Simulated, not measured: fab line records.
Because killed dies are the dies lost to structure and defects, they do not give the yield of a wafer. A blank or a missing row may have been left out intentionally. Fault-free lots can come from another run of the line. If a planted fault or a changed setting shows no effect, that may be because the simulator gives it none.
fab line records	flow gf180mcu
record lots=13	wafers=39	lastDay=33
route steps=602 shown HV_LDD@224
lots untouched by any fault: they come from a run of this same line in which no faults occurred
startH: the number of hours between the record's first day and the start of the first shown wafer of the lot	waitH: hours from the lot's prior step to this one	" same as the row above	L1.1+2: a row that stands for several wafers	- value missing, or start not given	* or withheld: withheld	< > ~ a bound
route shown NAME@n: NAME is a module with steps in the file, n the number in the route of the first one	usual: mean and standard deviation over wafers with no fault	same: alike in all rows	chamber/n: place in a boat	sites: each site's reading	_std_site: standard deviation of those values	_edge_site: outer sites' mean less inner sites'	radiusMm: how far each site lies from the wafer's centre	mask NAME#n: copy n	behind: tool/chamber where the wafer was last shaped	hold: the reason the lot was held/the length of the hold in hours/how it ended	device: the transistor (n, p or np) that didn't switch	end of line: the tests these same wafers got at the end of their route	for a step that has no rows: nothing shown but its recipe	killed: count of dies lost to structure and defects at first sort (not the wafer's yield)	map: dies across one wafer; x = killed, . = not, _ = none there
set.NAME: setting as actually run; set.NAME@STEP: the setting as run at that earlier step	model.NAME: the simulator's own value behind a step, which no gauge read
one table for each step of the route and one row for each wafer, over a sample of lots
services: when a tool's chamber went out of use (startH, in hours from the record's first day, below 0 if earlier), for how many hours, and the reason
## steps
# step GF_HV_LDD_IMPLANT_48
# recipe species=B	energyKev=25	doseCm2=3e+13	tiltDeg=7
# usual doseIonsCm2=2.9994e+13/2.9e+10	endStationPressureTorr=5.14e-06/2.7e-07
lot.wafer	tool	chamber	startH	waitH	doseIonsCm2	endStationPressureTorr
L216.2	implanter-02	0	283.06	0.0	2.9993e+13	4.83e-06
L216.3	"	0	"	"	3.0036e+13	5.36e-06
L216.6	"	0	"	"	3.0006e+13	5.12e-06
L217.1	implanter-02	0	288.10	0.0	2.998e+13	5.25e-06
L217.2	"	0	"	"	3e+13	5e-06
L217.3	"	0	"	"	2.9996e+13	5.09e-06
L221.1	implanter-02	0	322.60	0.0	2.997e+13	5.22e-06
L221.4	"	0	"	"	2.999e+13	4.6e-06
L221.5	"	0	"	"	2.9976e+13	5.44e-06
L220.4	implanter-01	0	322.97	0.1	2.9954e+13	5.25e-06
L220.5	"	0	"	"	3.0014e+13	4.86e-06
L220.6	"	0	"	"	2.9959e+13	5.49e-06
L222.4	implanter-02	0	327.72	0.1	2.9984e+13	5.25e-06
L222.5	"	0	"	"	2.9975e+13	5e-06
L222.6	"	0	"	"	2.9971e+13	5.21e-06
L223.2	implanter-02	0	339.02	0.0	3.0023e+13	5.33e-06
L223.3	"	0	"	"	2.9962e+13	4.79e-06
L223.4	"	0	"	"	3.0001e+13	5.51e-06
L224.2	implanter-01	0	347.92	0.0	3.0036e+13	4.94e-06
L224.3	"	0	"	"	3.001e+13	5.23e-06
L224.5	"	0	"	"	3.0031e+13	4.86e-06
L226.1	implanter-02	0	367.39	0.0	3.0003e+13	5.24e-06
L226.2	"	0	"	"	3.0037e+13	4.78e-06
L226.6	"	0	"	"	3.0001e+13	5.4e-06
L229.2	implanter-02	0	386.12	0.0	3.0002e+13	4.89e-06
L229.3	"	0	"	"	3.0015e+13	5.56e-06
L229.5	"	0	"	"	3.0009e+13	4.79e-06
L231.2	implanter-01	0	406.62	0.0	2.9991e+13	5.23e-06
L231.3	"	0	"	"	3.001e+13	5.47e-06
L231.5	"	0	"	"	2.9992e+13	5.55e-06
L232.2	implanter-01	0	410.84	0.0	3.0029e+13	5.41e-06
L232.4	"	0	"	"	2.9995e+13	4.95e-06
L232.6	"	0	"	"	3.0087e+13	5.26e-06
L233.1	implanter-01	0	422.64	0.0	2.9971e+13	5.17e-06
L233.3	"	0	"	"	3.0018e+13	4.87e-06
L233.5	"	0	"	"	3.0036e+13	5.34e-06
L234.1	implanter-02	0	427.70	0.0	2.9978e+13	4.89e-06
L234.4	"	0	"	"	3.0002e+13	4.84e-06
L234.6	"	0	"	"	3.001e+13	5.36e-06
# step GF_HV_LDD_TW_MEAS_50
# usual HV_LDD_4_TW=579/3.6
lot.wafer	tool	chamber	startH	waitH	HV_LDD_4_TW
L216.2	filmMetro-01	-	283.30	0.1	584
L216.3	"	-	"	"	588
L216.6	"	-	"	"	584
L217.1	filmMetro-02	-	288.35	0.1	576
L217.2	"	-	"	"	577
L217.3	"	-	"	"	578
L221.1	filmMetro-02	-	322.85	0.1	579
L221.4	"	-	"	"	578
L221.5	"	-	"	"	582
L220.4	filmMetro-01	-	323.18	0.1	582
L220.5	"	-	"	"	585
L220.6	"	-	"	"	584
L222.4	filmMetro-02	-	327.93	0.1	581
L222.5	"	-	"	"	578
L222.6	"	-	"	"	577
L223.2	filmMetro-03	-	339.26	0.1	580
L223.3	"	-	"	"	580
L223.4	"	-	"	"	587
L224.2	filmMetro-01	-	348.15	0.1	580
L224.3	"	-	"	"	581
L224.5	"	-	"	"	581
L226.1	filmMetro-01	-	367.64	0.1	583
L226.2	"	-	"	"	583
L226.6	"	-	"	"	580
L229.2	filmMetro-01	-	386.36	0.1	574
L229.3	"	-	"	"	574
L229.5	"	-	"	"	572
L231.2	filmMetro-02	-	406.85	0.1	581
L231.3	"	-	"	"	581
L231.5	"	-	"	"	577
L232.2	filmMetro-03	-	411.07	0.1	572
L232.4	"	-	"	"	576
L232.6	"	-	"	"	578
L233.1	filmMetro-01	-	422.89	0.1	585
L233.3	"	-	"	"	587
L233.5	"	-	"	"	584
L234.1	filmMetro-03	-	427.95	0.1	575
L234.4	"	-	"	"	574
L234.6	"	-	"	"	567
## services
tool	chamber	startH	hours	kind
implanter-02	-	271.05	1.3	repair
implanter-02	-	291.30	8.2	repair
implanter-02	-	347.00	2.2	repair
implanter-02	-	371.98	3.0	repair
implanter-02	-	404.02	2.6	repair
## key
firstSign step=GF_HV_LDD_TW_MEAS_50	reading=HV_LDD_4_TW	direction=down	sigmas=3.4	usual=579	struck=567
effect none on later readings
metAt GF_HV_LDD_IMPLANT_48
struckLots L234
struckWafers L234.6
testerLeftOut L234
onsetBetween 386.12 427.70
fault kind=processParameterDrift	tool=implanter-02	chamber=-	onsetH=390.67	steps=GF_HV_LDD_IMPLANT_48	channel=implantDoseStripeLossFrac	offset=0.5	shape=step	endH=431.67	scope=struckWafersOnly
# testerLeftOut: of these lots the tester's yield and bins aren't shown, on N5 and GAA mostly nor the transistor test; their killed dies are dies lost to structure and defects alone, not to doping, threshold or leakage, so they don't give the yield
